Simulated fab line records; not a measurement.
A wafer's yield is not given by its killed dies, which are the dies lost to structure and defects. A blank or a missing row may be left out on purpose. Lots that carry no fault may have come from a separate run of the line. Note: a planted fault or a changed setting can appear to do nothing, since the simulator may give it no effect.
Matching of chambers + flow sfq_line + SFQ_TRILAYER_I7_VIA_BARC_OPEN_VIA_ETCH_260 on rie_diel-04: 4 sister chambers
The step etches BARC in O2, target depth 125 nm, time 41.7 s. 8 wafers are shown with their chamber, then 7 later ones without.

## EACH WAFER AND ITS CHAMBER
| wafer  | chamber | drypump_motor_current_A (A) | oes_product_au (a.u.) |
|--------|---------|-----------------------------|-----------------------|
| L306.2 | 1       | 5.3                         | 0.685                 |
| L306.5 | 1       | 5.3                         | 0.689                 |
| L309.1 | 0       | 6.2                         | 0.694                 |
| L309.5 | 3       | 6.4                         | 0.686                 |
| L314.4 | 3       | 6.4                         | 0.685                 |
| L314.6 | 2       | 5.6                         | 0.674                 |
| L320.2 | 2       | 5.5                         | 0.679                 |
| L320.3 | 0       | 6.2                         | 0.686                 |

## WAFERS WITHOUT THEIR CHAMBER
| wafer  | drypump_motor_current_A (A) | oes_product_au (a.u.) |
|--------|-----------------------------|-----------------------|
| L320.5 | 5.5                         | 0.689                 |
| L321.3 | 6.4                         | 0.681                 |
| L321.4 | 6.2                         | 0.679                 |
| L321.5 | 6.5                         | 0.684                 |
| L322.3 | 6.2                         | 0.683                 |
| L322.5 | 6.2                         | 0.683                 |
| L322.6 | 5.3                         | 0.681                 |

## WHICH CHAMBER EACH ONE RAN IN
| wafer  | from the rows above     | in truth |
|--------|-------------------------|----------|
| L320.5 | can't be placed: 2 or 1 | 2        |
| L321.3 | 3                       | 3        |
| L321.4 | 0                       | 0        |
| L321.5 | 3                       | 3        |
| L322.3 | 0                       | 0        |
| L322.5 | 0                       | 0        |
| L322.6 | 1                       | 1        |
Placed correctly: 6 of 7. Can't be placed from these rows: 1 (the true chamber is among the candidates in 1). 0 placed wrongly.
How it was worked out, from the rows above alone: a wafer's distance from a chamber is the root of the sum, over the readings, of the square of ((its reading less the chamber's mean) divided by the reading's scatter). The wafer belongs to the nearest chamber; if the next one is less than 2 further off, it can't be placed. For every chamber, the mean is computed from those of its wafers that are shown. The scatter: take each reading less its chamber's mean, square it, sum over the shown wafers, divide by the number of wafers less the number of chambers, and take the root.
